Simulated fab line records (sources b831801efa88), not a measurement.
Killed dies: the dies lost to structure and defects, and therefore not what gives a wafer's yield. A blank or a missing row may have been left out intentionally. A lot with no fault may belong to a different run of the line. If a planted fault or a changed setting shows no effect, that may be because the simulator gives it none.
Split-lot trial | flow sky130 | on a route of 708 steps: 5 lots, 23 wafers read

== SPLIT DETAILS ==
At SKY_LDD_HVP_IMPLANT_08, the setting doseCm2 was moved away from the recipe's 1.7e+13 on 7 of the 23 wafers read, by -4.2% to -3.6%. The other wafers ran this setting at the recipe's value.

== FROM THE SPLIT ON TO THE READING: in between, the file shows 1 step ==
- SKY_LDD_HVP_STRIP_09: strips in O2/N2

== THE READING ==
LDD_HVP_TW, at SKY_LDD_HVP_TW_MEAS_10. Typical for fault-free wafers on this fab line: 455.6, with standard deviation 2.3.

wafer  | tool, chamber at the split | doseCm2 as run | against the recipe | LDD_HVP_TW | against lot-mates on the recipe
L074.1 | implanter-04, 0            | 1.7e+13        | recipe             | 459.8      | -
L074.2 | implanter-04, 0            | 1.7e+13        | recipe             | 456.3      | -
L074.3 | implanter-04, 0            | 1.7e+13        | recipe             | 457.9      | -
L074.5 | implanter-04, 0            | 1.639e+13      | -3.6%              | 452.5      | -5.5
L074.6 | implanter-04, 0            | 1.639e+13      | -3.6%              | 452.0      | -6.0
L075.1 | implanter-04, 0            | 1.628e+13      | -4.2%              | 450.7      | -5.4
L075.3 | implanter-04, 0            | 1.7e+13        | recipe             | 457.2      | -
L075.4 | implanter-04, 0            | 1.7e+13        | recipe             | 456.7      | -
L075.5 | implanter-04, 0            | 1.7e+13        | recipe             | 454.3      | -
L075.6 | implanter-04, 0            | 1.628e+13      | -4.2%              | 450.6      | -5.5
L076.1 | implanter-01, 0            | 1.7e+13        | recipe             | 454.4      | -
L076.2 | implanter-01, 0            | 1.7e+13        | recipe             | 456.2      | -
L076.5 | implanter-01, 0            | 1.7e+13        | recipe             | 450.2      | -
L083.1 | implanter-01, 0            | 1.7e+13        | recipe             | 456.8      | -
L083.2 | implanter-01, 0            | 1.633e+13      | -3.9%              | 452.9      | -4.0
L083.3 | implanter-01, 0            | 1.7e+13        | recipe             | 456.9      | -
L083.4 | implanter-01, 0            | 1.633e+13      | -3.9%              | 449.5      | -7.4
L083.5 | implanter-01, 0            | 1.633e+13      | -3.9%              | 449.5      | -7.4
L085.1 | implanter-03, 0            | 1.7e+13        | recipe             | 451.4      | -
L085.2 | implanter-03, 0            | 1.7e+13        | recipe             | 454.3      | -
L085.3 | implanter-03, 0            | 1.7e+13        | recipe             | 451.9      | -
L085.4 | implanter-03, 0            | 1.7e+13        | recipe             | 452.2      | -
L085.6 | implanter-03, 0            | 1.7e+13        | recipe             | 453.8      | -

FIT RESULTS
A straight line over all 23 wafers: LDD_HVP_TW changes by +1.01 for each +1% of doseCm2; r = +0.63; the points scatter about the line by 2.3.
The same after taking each lot's own level away (the mean of its wafers on the recipe; 23 wafers): +1.48 for each +1%; r = +0.88; scatter 1.5.
Per that fit: largest doseCm2 move, reading shift of 6.3.
Across the lots, their own levels run from 452.72 to 458.00, a range of 2.3 times the standard deviation given above.
So the lot-to-lot level blurs the effect unless lot-mates are compared.
Check: for one of the wafers moved furthest among these (-4.2%), held out of the fit, the line's prediction against its lot-mates is -6.47. It came out at -5.37 against them.

== OTHER SPLITS ON THESE WAFERS ==
These wafers also went through other splits before the reading. Each is held against what the fit with the lots' levels taken away leaves over:
other split on the same wafers      | wafers away from the commonest value | r with LDD_HVP_TW (lot level and that fit taken away)
SKY_POLY_GATE_ETCH_15 pressureMtorr | 15                                   | +0.11
SKY_POLY_GATE_OXIDATION_20 tempC    | 18                                   | -0.06
SKY_LDD_N_IMPLANT_10 energyKev      | 8                                    | +0.23
SKY_LDD_P_DEVELOP_06 developTimeS   | 7                                    | -0.06
SKY_LDD_P_IMPLANT_09 energyKev      | 9                                    | -0.16
SKY_LDD_HVN_IMPLANT_08 energyKev    | 10                                   | +0.16

== THE FILE'S OWN FIT ==
LDD_HVP_TW changes by +1.47 for each +1% of doseCm2, r = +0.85.
